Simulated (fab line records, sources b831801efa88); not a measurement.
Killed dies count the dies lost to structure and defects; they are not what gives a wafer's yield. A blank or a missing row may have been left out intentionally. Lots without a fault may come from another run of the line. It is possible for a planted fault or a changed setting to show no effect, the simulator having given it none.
Struck lot and sound lot, side by side    flow sky130    17 out of 708 route steps
Sound: wafers L781.1, L781.2, L781.5. Wafers L795.1, L795.5 were the ones struck. The cause is given at the end.
Per side, at each step with rows, come the tool, then ch with its chambers, and then its first start. Under that, the readings that differ: sound wafers    struck wafers    difference of the means    sigmas: that difference in standard deviations of wafers without a fault.
alike: words and numbers the same on both sides, and readings whose means are apart by under 2 such deviations; not compared: readings that were withheld, readings missing a value for some wafer, numbers with overlapping values and no deviation given by the record, and bounds like >300 which may hide the same value.
A row with sigmas, a row that says differs or no value, or rows on one side alone: a step with any of these is where the two part. Numbers that don't overlap but have no deviation are shown without sigmas and don't part them. A reading missing from all wafers of one side parts the sides only when that side holds two or more wafers.

first, 3 steps without rows for these wafers: SKY_VIA1_EXPOSE_09 (exposes mask VIM, target cd 150 nm); SKY_VIA1_PEB_10; SKY_VIA1_DEVELOP_11 (develop time 60 s).
SKY_VIA1_CD_MEAS_12: target cd 150 nm.
  struck on cd_sem-01, day 38 22:26; sound on cd_sem-02, day 34 19:13
  alike: cd_nm
SKY_VIA1_OVL_MEAS_13:
  struck on overlay-01, day 38 22:34; sound on overlay-01, day 34 19:20
  alike: VIA1_OVL
SKY_VIA1_ETCH_14: etches BARC in N2/H2, stops on SiO2, time 45.9 s, target depth 60 nm.
  sound on rie_diel-04 ch 0,1,3, day 34 19:22; struck on rie_diel-04 ch 1,3, day 38 22:35
  alike: chamber_pressure_mTorr, drypump_motor_current_A, h2_flow_sccm, oes_product_au, rf_fwd_power_W, throttle_valve_pct
  not compared: rf_hours_counter_h
SKY_VIA1_ETCH_15: etches SiO2 in C4F8/O2/Ar, stops on TiN, target depth 351 nm, time 54 s.
  sound on rie_diel-04 ch 0,1,3, day 34 19:25; struck on rie_diel-04 ch 1,3, day 38 22:38
  alike: chamber_pressure_mTorr, oes_product_au, rf_fwd_power_W
  not compared: rf_hours_counter_h
SKY_VIA1_STRIP_16: strips in O2/N2.
  sound on plasma_asher-02 ch 0,1, day 34 19:27; struck on plasma_asher-02 ch 0,1, day 38 22:41
  alike: chamber_pressure_mTorr, drypump_motor_current_A, oes_product_au, strip_time_to_endpoint_s
  not compared: rf_hours_counter_h
then, 3 steps without rows for these wafers: SKY_VIA1_STRIP_17 (strips in post etch residue remover, time 1200 s); SKY_VIA1_CLEAN_18 (cleans in IPA, time 180 s); SKY_VIA1_CLEAN_19 (cleans in O3/DIW).
SKY_VIA1_SPUTTER_20: material TiN, target thk 20 nm, time 80 s.
  struck on pvd_sputter-04, day 38 23:22; sound on pvd_sputter-01, day 34 20:02
  alike: throttle_valve_pct
SKY_VIA1_CVD_21: deposits W, target thk 270 nm, time 80.902 s.
  sound on cvd_w-01 ch 0,1, day 34 20:07; struck on cvd_w-01 ch 0,1, day 38 23:25
reading                             sound            struck       difference  sigmas
model.W_of_VIA1_CVD_21.thk_nm (nm)  269.9 266 270.7  252.2 253.4  -16.1       
  alike: heater_power_w
SKY_VIA1_RS_MEAS_22: measures by four-point-probe.
  struck on film_metro-04, day 38 23:31; sound on film_metro-04, day 34 20:12
reading             sound              struck       difference  sigmas
VIA1_W_RS (ohm/sq)  0.426 0.433 0.427  0.458 0.455  +0.028      +6
SKY_VIA1_THK_MEAS_23: measures by xrf.
  struck on film_metro-04, day 38 23:38; sound on film_metro-04, day 34 20:19
reading          sound        struck   difference  sigmas
VIA1_W_THK (nm)  273 268 273  252 255  -18         -5
SKY_VIA1_CMP_24: polishes, stops on SiO2, t overpolish 15 s, target thk 0 nm.
  sound on cmp-01 ch 1,3, day 34 20:26; struck on cmp-02 ch 0,3, day 38 23:41
  alike: edge_zone_pressure_frac, motor_current_A
-- the record jumps here: 11 days lie between the struck wafers' starts before and after (it left off in module VIA1 and takes up again in module PAD_OPEN, whose first step shown is number 708 of the route) --
SKY_PAD_OPEN_PROBE_99:
  the record has rows for the struck wafers here (prober-01, day 49 13:58) and none for the sound ones

## WHERE THEY PART
Last at SKY_PAD_OPEN_PROBE_99 as far as this record goes, first at SKY_VIA1_RS_MEAS_22.

WHY: whatever the simulator had introduced
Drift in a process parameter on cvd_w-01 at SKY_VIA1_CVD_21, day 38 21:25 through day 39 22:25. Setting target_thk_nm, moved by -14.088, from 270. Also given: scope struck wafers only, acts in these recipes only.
